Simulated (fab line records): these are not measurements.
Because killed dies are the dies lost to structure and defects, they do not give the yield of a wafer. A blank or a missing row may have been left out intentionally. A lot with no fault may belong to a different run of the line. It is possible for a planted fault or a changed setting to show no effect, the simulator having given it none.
2 desks looking at one fault | flow sky130 | each desk has only its own numbers; what lay behind them comes last

## METROLOGY DESK
What the gauges read for every lot (on any tool): the sampled wafers with a number, averaged. If a lot's mean is further than 4 standard deviations from the usual mean, the lot is out of limits and carries the mark OUT (the distance appears in the brackets).
Columns: A = LDD_N_OVL at SKY_LDD_N_OVL_MEAS_07, usual -1.1 nm
lot  | first seen here | A
L375 | day 19 03:07    | -0.3
L376 | day 19 10:01    | 0.9
L377 | day 19 15:43    | -1.4
L381 | day 20 09:23    | 1.7
L382 | day 20 11:50    | -1.9
L385 | day 20 12:50    | -2.2
L388 | day 20 15:17    | -1.8
L389 | day 26 14:55    | 2.3
L390 | day 27 04:13    | -0.4
L393 | day 27 09:47    | -0.7
L396 | day 27 16:43    | -2.0
L397 | day 27 18:47    | -1.3
Finding of this desk: none of the 12 lots has anything out of limits.

## FOR THE TOOL OWNER'S DESK: implanter-03
SKY_LDD_LDN_IMPLANT_08, tool's own readings: per-lot mean of the sampled wafers with a number, covering each lot this tool ran. If a lot's mean is further than 4 standard deviations from the usual mean, the lot is out of limits and carries the mark OUT (the distance appears in the brackets).
Columns: A = beamEnergyKeV at SKY_LDD_LDN_IMPLANT_08, usual 15.000; B = endStationPressureTorr at SKY_LDD_LDN_IMPLANT_08, usual 5.04e-06 Torr
lot  | first seen here | A                        | B
L376 | day 24 15:39    | 15.003                   | 4.89e-06
L382 | day 25 14:16    | 19.679 (+99 or more) OUT | 4.87e-06
L385 | day 25 16:02    | 19.673 (+99 or more) OUT | 4.81e-06
L393 | day 32 04:24    | 14.996                   | 5.25e-06
This desk's finding: out of limits on L382, L385; first on L382, day 25 14:16 (beamEnergyKeV at SKY_LDD_LDN_IMPLANT_08). In limits: L376, L393.

## ALL TOGETHER
The tool owner's desk could have raised an alarm at day 25 14:16, on L382, L385.
Metrology desk: nothing out of limits seen.
The metrology desk holds a record of L382, L385, inside its limits.
SKY_LDD_LDN_IMPLANT_08 was run on implanter-03 by each of the lots named.

## WHAT WAS PUT IN BY THE SIMULATOR
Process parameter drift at SKY_LDD_LDN_IMPLANT_08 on implanter-03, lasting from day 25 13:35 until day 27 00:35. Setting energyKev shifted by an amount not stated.
Shown lots that were struck: L382, L385.
Time in hours from fault onset to the first out-of-limits reading at each desk: the tool owner's desk, 1.
